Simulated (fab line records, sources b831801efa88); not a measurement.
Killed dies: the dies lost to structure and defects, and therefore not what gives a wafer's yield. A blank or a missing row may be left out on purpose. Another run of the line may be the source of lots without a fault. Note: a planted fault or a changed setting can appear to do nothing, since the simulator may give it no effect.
Split-lot trial ; flow sky130 ; 5 lots, 23 wafers read, on a route of 708 steps

== THE SPLIT ITSELF ==
At SKY_PAD_OPEN_SOFTBAKE_03, the setting tempC was moved away from the recipe's 110 C on 8 of the 23 wafers read, by -2.9% to +1.0%. For the rest of the wafers, this setting stayed at what the recipe calls for.

No step appears in the file between the split and the reading.

== THE READING ==
coat_of_PAD_OPEN_COAT_02.thkNm (the simulator's own value, which no gauge read), in nm, at SKY_PAD_OPEN_DEVELOP_06 (develop time 60 s). No usual value for it is given in the file. The 15 wafers here that ran the recipe average 3008 nm, standard deviation 4.6 nm.

wafer;tool, chamber at the split;tempC as run, C;against the recipe;coat_of_PAD_OPEN_COAT_02.thkNm, nm;against lot-mates on the recipe
L078.2;lithoTrack-02, 0;110;recipe;3011;-
L078.4;lithoTrack-02, 0;110;recipe;3008;-
L078.6;lithoTrack-02, 0;110;recipe;3005;-
L079.1;lithoTrack-04, 0;110;recipe;3009;-
L079.2;lithoTrack-04, 0;110;recipe;3007;-
L079.3;lithoTrack-04, 0;111.1;+1.0%;2996;-12
L079.5;lithoTrack-04, 0;111.1;+1.0%;2999;-9
L079.6;lithoTrack-04, 0;111.1;+1.0%;2999;-9
L081.1;lithoTrack-04, 0;110;recipe;3005;-
L081.2;lithoTrack-04, 0;110;recipe;3002;-
L081.3;lithoTrack-04, 0;110;recipe;3005;-
L081.5;lithoTrack-04, 0;110;recipe;3008;-
L081.6;lithoTrack-04, 0;110;recipe;3004;-
L082.1;lithoTrack-02, 0;106.8;-2.9%;3033;+18
L082.3;lithoTrack-02, 0;110;recipe;3015;-
L082.4;lithoTrack-02, 0;106.8;-2.9%;3033;+18
L082.5;lithoTrack-02, 0;110;recipe;3019;-
L082.6;lithoTrack-02, 0;110;recipe;3011;-
L084.1;lithoTrack-02, 0;110;recipe;3003;-
L084.2;lithoTrack-02, 0;110;recipe;3003;-
L084.3;lithoTrack-02, 0;107.5;-2.3%;3014;+11
L084.5;lithoTrack-02, 0;107.5;-2.3%;3025;+22
L084.6;lithoTrack-02, 0;107.5;-2.3%;3025;+22

THE FIT
A straight line over all 23 wafers: coat_of_PAD_OPEN_COAT_02.thkNm changes by -7.75 nm for each +1% of tempC; r = -0.89; the points scatter about the line by 4.7 nm.
The same after taking each lot's own level away (the mean of its wafers on the recipe; 23 wafers): -7.46 nm for each +1%; r = -0.95; scatter 3.1 nm.
On that fit, the largest move of tempC shifts the reading by 22 nm.
The lots' own levels span 3003.0 to 3015.0 nm, that is 2.6 times the standard deviation above.
The two slopes agree, so the slope changes little with the lot-to-lot level.
Check: with one of the wafers moved furthest among these (-2.9%) left out of the fit, the line predicts +22.3 nm for it against its lot-mates. It came out at +18 nm against them.

== OTHER SPLITS ON THESE WAFERS ==
Before the reading, these wafers also passed through other splits. Each is held against what the fit with the lots' levels taken away leaves over:
other split on the same wafers;wafers away from the commonest value;r with coat_of_PAD_OPEN_COAT_02.thkNm (lot level and that fit taken away)
SKY_METAL4_METAL_ETCH_18 icpW;9;-0.11
SKY_VIA4_HDPCVD_00 sih4FlowSccm;8;+0.01
SKY_METAL5_SPUTTER_03 timeS;6;+0.04
SKY_METAL5_SOFTBAKE_10 tempC;10;+0.36
SKY_PASSIVATION_DEVELOP_10 developTimeS;10;+0.04

== THE FILE'S OWN FIT ==
coat_of_PAD_OPEN_COAT_02.thkNm changes by -7.1 nm for each +1% of tempC, r = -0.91.
